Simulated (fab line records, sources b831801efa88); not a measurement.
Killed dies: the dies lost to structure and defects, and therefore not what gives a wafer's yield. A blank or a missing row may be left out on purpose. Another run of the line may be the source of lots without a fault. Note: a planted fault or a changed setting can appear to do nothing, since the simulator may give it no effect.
Problem report in the 8D (eight disciplines) form, filled by code | flow sky130 | the parts of the form that need people (team, actions taken, sign-off) are left out

== 1. WHAT WENT WRONG ==
At SKY_PAD_OPEN_ANNEAL_12, tube_center_temp_C averages 379 C over 6 wafers from 2 lots, while fault-free wafers read 400 C, standard deviation 0.035. That is -99 or more standard deviations from the usual mean.
The first sign was on wafer L866.2 at day 48 01:44, on furnace-01. Wafers with a number at this step in the record: 33, from 11 lots. The rule behind "out" and "out of limits": a value lying over 4 standard deviations away from the usual mean. Any other wafer with a number is counted as sound.

== 2. WHAT IT IS AND WHAT IT IS NOT ==
question                    | is                                                                                                                   | is not
which readings at this step | tube_center_temp_C, spike_tc_bottom_C, spike_tc_centre_C, spike_tc_lower_C, spike_tc_upper_C, tube_center_temp_C_max | spike_tc_top_C
which lots                  | L866, L868                                                                                                           | L859, L860, L861, L862, L863, L864, L877, L879, L880
which wafers of those lots  | all that have a number                                                                                               | -
read on which tools         | furnace-01                                                                                                           | furnace-02
when                        | from day 48 01:44                                                                                                    | up to then (18 sound wafers); but 9 sound wafers of L877, L879, L880 came after

== 3. SUSPECTS, AND WHAT RULES EACH OUT ==
Counting: a tool stays on the suspect list if, at a process step up to the reading, it processed all lots that are out and no sound lot following the first of them.
- furnace-01 at SKY_PAD_OPEN_ANNEAL_12: ruled out as a lasting fault. Following L866 (day 48 01:44), the first lot on it that is out, the sound lots L880 were run on it.
Left after counting: nothing in the record.

== 4. THE CAUSE (what the simulator had put in) ==
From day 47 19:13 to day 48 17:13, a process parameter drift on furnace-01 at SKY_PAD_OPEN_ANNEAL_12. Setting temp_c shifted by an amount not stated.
Counting ruled it out, wrongly.

== 5. THE CHAIN OF EFFECTS, in route order ==
Rows list readings where the struck wafers' mean (over those with a number) sits beyond 3 standard deviations from the usual. Scope: only readings with a usual standard deviation given in the record; hours: median across lots of the time from each lot's start at the first step in this table that gives one to its start at this step; sigmas: change in usual standard deviations.
hours | step                   | reading                | usual   | on struck wafers | change | sigmas
0     | SKY_PAD_OPEN_ANNEAL_12 | spike_tc_bottom_C      | 422.9 C | 402.3            | -20.6  | -21
0     | SKY_PAD_OPEN_ANNEAL_12 | spike_tc_centre_C      | 399.8 C | 378.9            | -20.9  | -19
0     | SKY_PAD_OPEN_ANNEAL_12 | spike_tc_lower_C       | 399.8 C | 379.3            | -20.5  | -21
0     | SKY_PAD_OPEN_ANNEAL_12 | spike_tc_upper_C       | 400.2 C | 379.5            | -20.7  | -21
0     | SKY_PAD_OPEN_ANNEAL_12 | tube_center_temp_C     | 400 C   | 379              | -21    | -99 or more
0     | SKY_PAD_OPEN_ANNEAL_12 | tube_center_temp_C_max | 401.00  | 380.18           | -20.82 | -99 or more
0     | SKY_PAD_OPEN_ANNEAL_12 | zone_power_upper_pct   | 4.18 %  | 3.77             | -0.41  | -3.2
The process steps in it:
- SKY_PAD_OPEN_ANNEAL_12

== 6. WHAT WOULD HAVE CAUGHT IT SOONER ==
In this record no reading fell out of limits until day 48 01:44, 7 hours after the fault had begun at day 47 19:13.
